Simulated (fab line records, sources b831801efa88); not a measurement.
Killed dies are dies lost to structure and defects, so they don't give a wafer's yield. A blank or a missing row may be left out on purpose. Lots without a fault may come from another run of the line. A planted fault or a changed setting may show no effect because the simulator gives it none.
A struck lot beside a sound one | flow gf180mcu | 17 steps out of a route of 602
Sound: wafers L180.1, L180.2, L180.3. Struck: wafer L175.5. (L175.2, L175.6 of the same lot were not struck and are left out.) The cause comes at the end.
At each step with rows: each side's tool, then ch and its chambers, then its first start. Under that, the readings that differ: sound wafers | struck wafers | difference of the means | sigmas: that difference in standard deviations of wafers without a fault.
alike: readings whose means differ by less than 2 such deviations, and words and numbers that are the same on both sides. not compared: withheld readings, readings that some wafer has no value for, bounds like >300 that may hide the same value, and numbers for which the record gives no deviation and whose values overlap.
The two part at a step that has a row with sigmas, a row that says differs or no value, or rows on one side only. Numbers that don't overlap but have no deviation are shown without sigmas and don't part them. A reading that every wafer of one side lacks parts them only if that side has two wafers or more.

first, 2 steps without rows for these wafers: GF_CONTACT_PEB_12 (peb time 90 s); GF_CONTACT_DEVELOP_13 (develop time 60 s).
GF_CONTACT_CD_MEAS_14: target cd 220 nm.
  sound on cd_sem-02, day 19 15:11; struck on cd_sem-02, day 17 22:30
  alike: cd_nm
GF_CONTACT_OVL_MEAS_15:
  sound on overlay-02, day 19 15:18; struck on overlay-02, day 17 22:37
  alike: CONTACT_OVL
GF_CONTACT_ETCH_16: etches BARC in N2/H2.
  sound on rie_diel-01 ch 0,1,2, day 19 15:20; struck on rie_diel-03 ch 0, day 17 22:38
  alike: drypump_motor_current_A, oes_product_au, throttle_valve_pct
GF_CONTACT_ETCH_17: etches SiO2 in C4F8/O2/Ar, stops on CoSi2, target depth 860 nm.
  sound on rie_diel-01 ch 0,1,2; struck on rie_diel-03 ch 0
  alike: oes_product_au
GF_CONTACT_STRIP_18: strips in O2/N2.
  sound on plasma_asher-02 ch 0,1, day 19 15:30; struck on plasma_asher-01 ch 0, day 17 22:48
  reading                     | sound       | struck | difference | sigmas
  drypump_motor_current_A (A) | 6.1 6.2 6.2 | 5.2    | -1.0       | -2
  heater_power_w (W)          | 334 430 424 | 305    | -91        | -3
  alike: oes_product_au
  not compared: rf_hours_counter_h
then, 3 steps without rows for these wafers: GF_CONTACT_CLEAN_19 (cleans in SPM); GF_CONTACT_CLEAN_20 (cleans in DIW); GF_CONTACT_CLEAN_21 (cleans in dHF, time 20 s).
GF_CONTACT_SPUTTER_22: material Ti, target thk 15 nm, time 80.02 s.
  sound on pvd_sputter-03, day 19 15:48; struck on pvd_sputter-02, day 17 23:08
  alike: chamber_pressure_pa, throttle_valve_pct
then, 1 step without rows for these wafers: GF_CONTACT_SPUTTER_23 (material TiN, target thk 10 nm, time 40 s).
GF_CONTACT_CVD_24: deposits W, target thk 300 nm, time 90.339 s.
  sound on cvd_w-01 ch 0,1, day 19 15:54; struck on cvd_w-02 ch 1, day 17 23:14
  reading                               | sound             | struck | difference | sigmas
  model.W_of_CONTACT_CVD_24.thk_nm (nm) | 301.2 306.4 304.6 | 274    | -30        |
  alike: heater_power_w
GF_CONTACT_RS_MEAS_25: measures by four-point-probe.
  sound on film_metro-03, day 19 16:00; struck on film_metro-01, day 17 23:21
  reading               | sound             | struck | difference | sigmas
  CONTACT_W_RS (ohm/sq) | 0.381 0.375 0.377 | 0.418  | +0.040     | +9
GF_CONTACT_THK_MEAS_26: measures by xrf.
  sound on film_metro-03, day 19 16:07; struck on film_metro-01, day 17 23:28
  reading            | sound       | struck | difference | sigmas
  CONTACT_W_THK (nm) | 296 303 299 | 270    | -29        | -6
GF_CONTACT_CMP_27: polishes, stops on SiO2, t overpolish 15 s, target thk 0 nm.
  sound on cmp-02 ch 0,1,2, day 19 16:11; struck on cmp-01 ch 0, day 17 23:35
  alike: head_pressure_psi, motor_current_A, slurry_filter_dp_kPa
then, 1 step without rows for these wafers: GF_PASSIVATION_PROBE_99.

WHERE THEY PART
First at GF_CONTACT_STRIP_18; last, within this record, at GF_CONTACT_THK_MEAS_26. Later steps at which nothing parts them and some readings are alike: GF_CONTACT_CMP_27.

WHY: what the simulator had put in
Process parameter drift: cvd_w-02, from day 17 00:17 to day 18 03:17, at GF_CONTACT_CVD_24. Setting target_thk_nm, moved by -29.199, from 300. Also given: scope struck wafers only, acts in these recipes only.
